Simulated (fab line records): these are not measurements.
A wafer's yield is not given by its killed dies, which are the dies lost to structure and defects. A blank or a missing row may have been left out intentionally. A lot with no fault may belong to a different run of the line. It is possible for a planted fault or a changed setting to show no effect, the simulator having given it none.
Which tool was responsible?	flow gf180mcu	24 lots, 72 wafers sampled, at 6 steps of a route of 602

== WHAT THE GAUGES SHOWED, per wafer ==
GF_NWELL_OVL_MEAS_07.
lot	measured	on	NWELL_OVL (nm)
L074	day 3 07:56	overlay-02	1.0 0.9 -0.4
L075	day 3 14:19	overlay-01	2.7 3.1 2.4
L076	day 3 20:16	overlay-02	-1.4 -1.4 -1.5
L077	day 4 02:24	overlay-01	2.6 1.9 2.8
L078	day 4 06:49	overlay-01	1.4 4.3 3.2
L079	day 4 12:57	overlay-01	-1.2 0.3 -1.0
L080	day 4 18:15	overlay-02	1.2 0.7 1.3
L081	day 4 22:56	overlay-01	2.0 -0.4 -2.1
L082	day 5 04:22	overlay-02	1.8 0.0 1.8
L083	day 5 10:04	overlay-02	0.8 1.2 0.2
L084	day 5 14:52	overlay-02	3.4 5.3 4.3
L085	day 5 20:13	overlay-01	4.2 2.5 2.8
L086	day 6 00:26	overlay-02	-0.9 0.1 -1.8
L087	day 6 05:37	overlay-01	3.0 2.2 1.1
L088	day 6 10:26	overlay-01	1.1 0.3 0.6
L089	day 6 17:40	overlay-02	-2.9 -2.2 -1.7
L090	day 6 21:48	overlay-01	1.0 0.2 1.1
L091	day 7 04:03	overlay-01	2.3 2.5 2.5
L092	day 7 09:16	overlay-02	0.1 0.0 -0.2
L093	day 7 16:41	overlay-02	1.7 0.6 0.8
L094	day 7 20:59	overlay-02	0.8 1.7 4.1
L095	day 8 03:10	overlay-02	-0.1 0.8 1.8
L096	day 8 06:54	overlay-02	-1.5 -1.7 0.7
L097	day 8 16:52	overlay-01	3.0 2.3 2.8

GF_VT_IMPLANT_OVL_MEAS_29.
lot	measured	on	VT_IMPLANT_02_OVL (nm)
L074	day 6 23:17	overlay-01	-0.8 -1.3 -1.7
L075	day 7 05:46	overlay-02	-1.1 -0.9 -2.1
L076	day 7 12:16	overlay-02	-3.4 -3.0 -3.0
L077	day 7 20:22	overlay-02	-2.0 0.0 -1.3
L078	day 7 23:23	overlay-02	1.1 0.4 0.0
L079	day 8 08:49	overlay-01	0.2 -0.3 0.5
L080	day 8 14:58	overlay-02	-0.6 -1.1 -1.1
L081	day 8 21:28	overlay-01	0.1 1.3 -0.1
L082	day 9 03:37	overlay-01	-2.2 0.2 1.1
L083	day 9 09:58	overlay-01	-1.5 -3.0 -1.2
L084	day 9 16:40	overlay-02	-2.7 -3.3 -2.6
L085	day 9 22:59	overlay-02	-1.9 -2.1 -1.7
L086	day 10 04:16	overlay-01	1.4 0.4 0.8
L087	day 10 09:02	overlay-02	-2.2 -1.4 -1.2
L088	day 10 15:38	overlay-01	-1.5 -0.4 -0.2
L089	day 11 01:59	overlay-02	-0.9 -2.0 -1.5
L090	day 11 05:12	overlay-01	-0.8 1.3 1.0
L091	day 11 13:24	overlay-02	-2.2 -1.9 -2.5
L092	day 11 19:53	overlay-02	-1.0 -1.8 -1.2
L093	day 12 04:28	overlay-02	0.4 0.1 0.0
L094	day 12 09:37	overlay-02	-0.2 -0.6 -2.1
L095	day 12 15:46	overlay-01	1.6 1.6 0.1
L096	day 12 21:37	overlay-02	0.5 0.3 -0.2
L097	day 13 08:34	overlay-02	-3.2 -3.1 -1.8

GF_DUAL_GATE_OVL_MEAS_11.
lot	measured	on	DUAL_GATE_OVL (nm)
L074	day 8 08:28	overlay-01	2.4 3.0 2.7
L075	day 8 17:05	overlay-02	-1.5 -1.1 -1.5
L076	day 9 01:03	overlay-02	0.8 -0.5 0.1
L077	day 9 08:38	overlay-02	1.7 0.4 1.8
L078	day 9 13:10	overlay-01	3.5 1.8 2.5
L079	day 10 01:02	overlay-02	0.5 0.7 0.2
L080	day 10 05:05	overlay-02	0.5 1.4 0.2
L081	day 10 10:55	overlay-02	1.8 1.4 2.4
L082	day 10 16:43	overlay-02	1.3 -0.5 0.6
L083	day 11 02:26	overlay-01	1.9 2.0 1.4
L084	day 11 08:28	overlay-02	0.0 -0.5 -1.1
L085	day 11 13:58	overlay-02	2.6 1.6 2.3
L086	day 11 19:13	overlay-01	1.0 1.4 1.6
L087	day 12 00:46	overlay-01	0.7 -0.6 -1.1
L088	day 12 08:35	overlay-02	1.0 0.7 -0.8
L089	day 12 18:11	overlay-01	2.2 2.8 2.7
L090	day 13 00:27	overlay-01	1.9 3.4 2.8
L091	day 13 07:34	overlay-01	2.6 1.9 2.0
L092	day 13 13:59	overlay-02	-0.4 -0.1 -0.2
L093	day 13 23:23	overlay-02	2.2 0.6 2.5
L094	day 14 04:38	overlay-02	1.4 1.3 2.6
L095	day 14 10:44	overlay-02	0.8 1.7 0.8
L096	day 14 17:47	overlay-01	0.4 1.1 -0.9
L097	day 15 04:08	overlay-01	-0.2 0.6 0.8

GF_M1_OVL_MEAS_15.
lot	measured	on	M1_OVL (nm)
L074	day 17 05:53	overlay-02	5 6 8
L075	day 17 15:43	overlay-02	1 -5 -1
L076	day 18 04:44	overlay-02	-5 -7 -6
L077	day 18 14:22	overlay-02	-6 -4 2
L078	day 18 19:29	overlay-01	1 4 -4
L079	day 19 12:47	overlay-01	2 1 1
L080	day 19 17:52	overlay-01	0 2 1
L081	day 20 00:44	overlay-01	4 6 2
L082	day 20 05:30	overlay-01	-8 -8 -5
L083	day 20 21:26	overlay-01	-3 3 6
L084	day 21 01:45	overlay-01	3 -5 -6
L085	day 21 11:11	overlay-01	2 2 8
L086	day 21 16:14	overlay-01	-3 1 2
L087	day 22 01:06	overlay-01	1 -1 3
L088	day 22 09:38	overlay-02	7 0 6
L089	day 22 20:04	overlay-02	-1 -4 -6
L090	day 23 03:26	overlay-02	2 0 -4
L091	day 23 13:19	overlay-02	-3 4 -3
L092	day 23 20:56	overlay-02	3 8 -2
L093	day 24 04:25	overlay-02	-3 0 -1
L094	day 24 10:40	overlay-01	-1 5 -3
L095	day 24 17:22	overlay-01	4 6 7
L096	day 25 03:14	overlay-02	-15 -10 -4
L097	day 25 11:17	overlay-02	-4 -1 0

GF_TOP_METAL_CD_MEAS_14: target cd 440 nm.
lot	measured	on	cdNm (nm)
L074	day 28 07:49	cdSem-02	438.3 438.0 438.2
L075	day 28 13:27	cdSem-01	440.9 438.4 439.2
L076	day 29 00:31	cdSem-01	443.4 443.1 442.9
L077	day 29 10:51	cdSem-01	440.5 440.2 442.2
L078	day 29 12:50	cdSem-01	441.2 442.7 441.7
L079	day 30 04:29	cdSem-01	437.4 438.4 438.0
L080	day 30 08:12	cdSem-02	438.9 439.9 438.7
L081	day 30 11:28	cdSem-02	437.0 438.4 436.0
L082	day 30 14:53	cdSem-02	440.2 441.4 443.5
L083	day 31 03:33	cdSem-02	438.5 439.5 439.4
L084	day 31 08:05	cdSem-02	441.2 439.1 440.7
L085	day 31 12:24	cdSem-02	441.9 443.4 442.2
L086	day 31 16:50	cdSem-02	438.5 439.3 438.1
L087	day 31 23:14	cdSem-02	441.5 442.6 440.5
L088	day 32 05:43	cdSem-02	441.4 442.4 446.1
L089	day 32 13:49	cdSem-02	438.5 439.4 436.6
L090	day 32 19:56	cdSem-02	435.7 436.9 435.8
L091	day 33 00:41	cdSem-02	438.0 439.4 440.8
L092	day 33 08:26	cdSem-02	442.8 443.8 443.2
L093	day 33 14:28	cdSem-02	439.5 438.4 442.1
L094	day 33 17:58	cdSem-02	437.3 435.1 438.2
L095	day 34 01:10	cdSem-02	438.7 440.9 440.1
L096	day 34 05:47	cdSem-02	444.5 440.9 442.1
L097	day 34 09:26	cdSem-02	441.1 443.0 439.8

== WHAT TOOL EACH LOT RAN ON (gives the tool, then ch and the chambers of the sampled wafers, and finally the start) ==
lot	GF_SALICIDE_RTA_08
L074	rtpAnneal-02 ch 0, day 15 06:37
L075	rtpAnneal-01 ch 0, day 15 16:48
L076	rtpAnneal-01 ch 0, day 16 04:14
L077	rtpAnneal-02 ch 0, day 16 12:53
L078	rtpAnneal-01 ch 0, day 16 18:23
L079	rtpAnneal-01 ch 0, day 17 10:43
L080	rtpAnneal-01 ch 0, day 17 15:38
L081	rtpAnneal-01 ch 0, day 17 21:26
L082	rtpAnneal-02 ch 0, day 18 03:23
L083	rtpAnneal-02 ch 0, day 18 18:18
L084	rtpAnneal-01 ch 0, day 18 22:31
L085	rtpAnneal-02 ch 0, day 19 08:08
L086	rtpAnneal-02 ch 0, day 19 13:34
L087	rtpAnneal-01 ch 0, day 19 22:13
L088	rtpAnneal-02 ch 0, day 20 08:26
L089	rtpAnneal-02 ch 0, day 20 18:25
L090	rtpAnneal-02 ch 0, day 21 02:12
L091	rtpAnneal-01 ch 0, day 21 12:03
L092	rtpAnneal-01 ch 0, day 21 20:21
L093	rtpAnneal-01 ch 0, day 22 04:31
L094	rtpAnneal-02 ch 0, day 22 11:13
L095	rtpAnneal-01 ch 0, day 22 18:20
L096	rtpAnneal-01 ch 0, day 23 03:26
L097	rtpAnneal-02 ch 0, day 23 11:41
- GF_SALICIDE_RTA_08: time 30 s.

== WHAT THE TOOLS THEMSELVES READ (means of the sampled wafers that have a number; where no wafer has one, the mark that the record gives instead) ==
GF_SALICIDE_RTA_08.
lot	tool	lampPowerPct (%)	wafer_temp_C_max
L074	rtpAnneal-02	17.69	803.2
L075	rtpAnneal-01	17.18	802.3
L076	rtpAnneal-01	17.18	801.8
L077	rtpAnneal-02	17.69	804.0
L078	rtpAnneal-01	17.17	802.3
L079	rtpAnneal-01	17.18	801.4
L080	rtpAnneal-01	17.18	802.0
L081	rtpAnneal-01	17.18	801.9
L082	rtpAnneal-02	17.69	803.3
L083	rtpAnneal-02	17.67	804.6
L084	rtpAnneal-01	17.17	802.0
L085	rtpAnneal-02	17.68	803.4
L086	rtpAnneal-02	17.69	803.6
L087	rtpAnneal-01	17.17	801.4
L088	rtpAnneal-02	17.68	804.5
L089	rtpAnneal-02	17.69	803.0
L090	rtpAnneal-02	17.68	803.7
L091	rtpAnneal-01	17.18	801.9
L092	rtpAnneal-01	17.17	801.7
L093	rtpAnneal-01	17.19	801.3
L094	rtpAnneal-02	17.68	803.3
L095	rtpAnneal-01	17.18	801.9
L096	rtpAnneal-01	17.18	801.7
L097	rtpAnneal-02	17.70	803.6

== THE ANSWER, worked out from the rows above alone ==
Rule: what is usual is taken from the lots themselves. Put in order of their means at a reading, lots are off if they are a third of the lots or fewer, leave a main group of 4 or more, and stand apart from it by a gap of 3 or more times the standard deviation of the main group's means; of several such gaps the widest counts. A main group whose means are all the same, to the digits that the tables above print for the reading, isn't used. Also off: a lot with no number at a reading for which 4 or more lots have one. All remaining lots with rows at the step are treated as sound. Order of review: gauges by route order, followed by the tools' own readings, for which a lot's mean as printed above is used. The first step at which some lot is off is used, and at that step the reading that is off furthest; a lot without a number counts as furthest.
Nothing can be told from this: no lot is off at any reading shown.

== WHAT THE SIMULATOR PUT IN ==
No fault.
